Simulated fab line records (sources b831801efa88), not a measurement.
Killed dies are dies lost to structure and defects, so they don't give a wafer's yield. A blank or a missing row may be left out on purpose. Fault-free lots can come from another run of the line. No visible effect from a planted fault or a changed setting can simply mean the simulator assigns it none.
2 desks, one fault || flow sky130 || only its own numbers are on each desk; what lay behind them is given at the end

## THE METROLOGY DESK
Lot by lot, what the gauges showed, no matter which tool ran the lot: averages of those sampled wafers that carry a number. If a lot's mean is further than 4 standard deviations from the usual mean, the lot is out of limits and carries the mark OUT (the distance appears in the brackets).
Columns: A = CONTACT_OVL at SKY_CONTACT_OVL_MEAS_15, usual 1 nm; B = VIA1_HDPCVD_THK at SKY_VIA1_THK_MEAS_01, usual 1026 nm
{"lot": "L360", "first seen here": "day 32 19:58", "A": 1, "B": 1034}
{"lot": "L361", "first seen here": "day 32 20:37", "A": 1, "B": 1044}
{"lot": "L363", "first seen here": "day 33 19:26", "A": 0, "B": 1008}
{"lot": "L362", "first seen here": "day 33 21:10", "A": 0, "B": 1030}
{"lot": "L364", "first seen here": "day 34 12:01", "A": -2, "B": "977 (-4.5) OUT"}
{"lot": "L374", "first seen here": "day 36 18:43", "A": 1, "B": 1023}
{"lot": "L376", "first seen here": "day 37 01:55", "A": 0, "B": 1014}
{"lot": "L377", "first seen here": "day 37 12:38", "A": 4, "B": 1026}
{"lot": "L378", "first seen here": "day 37 14:10", "A": 1, "B": 1029}
{"lot": "L381", "first seen here": "day 38 12:04", "A": -2, "B": 1017}
{"lot": "L382", "first seen here": "day 38 16:40", "A": -4, "B": 1038}
{"lot": "L383", "first seen here": "day 38 20:34", "A": 3, "B": 1011}
Finding of this desk: L364 out of limits, first seen on L364 at day 35 18:05 (VIA1_HDPCVD_THK at SKY_VIA1_THK_MEAS_01). L360, L361, L363, L362, L374, L376, L377, L378, L381, L382, L383: within limits.

## FOR THE TOOL OWNER'S DESK: hdpcvd-02
The tool's own readings at SKY_VIA1_HDPCVD_00 (deposits SiO2, target thk 1030 nm, time 171.7 s): means of the sampled wafers that have a number, for each lot that ran on this tool. If a lot's mean is further than 4 standard deviations from the usual mean, the lot is out of limits and carries the mark OUT (the distance appears in the brackets).
Columns: A = run-length-s at SKY_VIA1_HDPCVD_00, usual 199.5 s; B = sih4-flow-sccm at SKY_VIA1_HDPCVD_00, usual 59.99 sccm
{"lot": "L361", "first seen here": "day 34 00:53", "A": 199.6, "B": 59.93}
{"lot": "L362", "first seen here": "day 35 02:37", "A": 199.7, "B": 59.78}
{"lot": "L364", "first seen here": "day 35 17:58", "A": "193.1 (-9.3) OUT", "B": 60.01}
{"lot": "L382", "first seen here": "day 39 19:50", "A": 200.0, "B": 59.93}
This desk's finding: out of limits on L364; first on L364, day 35 17:58 (run-length-s at SKY_VIA1_HDPCVD_00). L361, L362, L382: within limits.

## TAKEN TOGETHER
At day 35 17:58, on L364, the tool owner's desk was in a position to raise an alarm.
L364 would have let the metrology desk raise an alarm at day 35 18:05.
On hdpcvd-02, each named lot ran SKY_VIA1_HDPCVD_00.

## WHAT HAD BEEN PUT IN BY THE SIMULATOR
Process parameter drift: hdpcvd-02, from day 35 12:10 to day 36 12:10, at SKY_VIA1_HDPCVD_00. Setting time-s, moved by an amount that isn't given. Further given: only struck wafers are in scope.
Struck lots among those shown: L364.
Delay (hours) between the fault's onset and each desk's first out-of-limits reading: 6 at the tool owner's desk, 6 at the metrology desk.
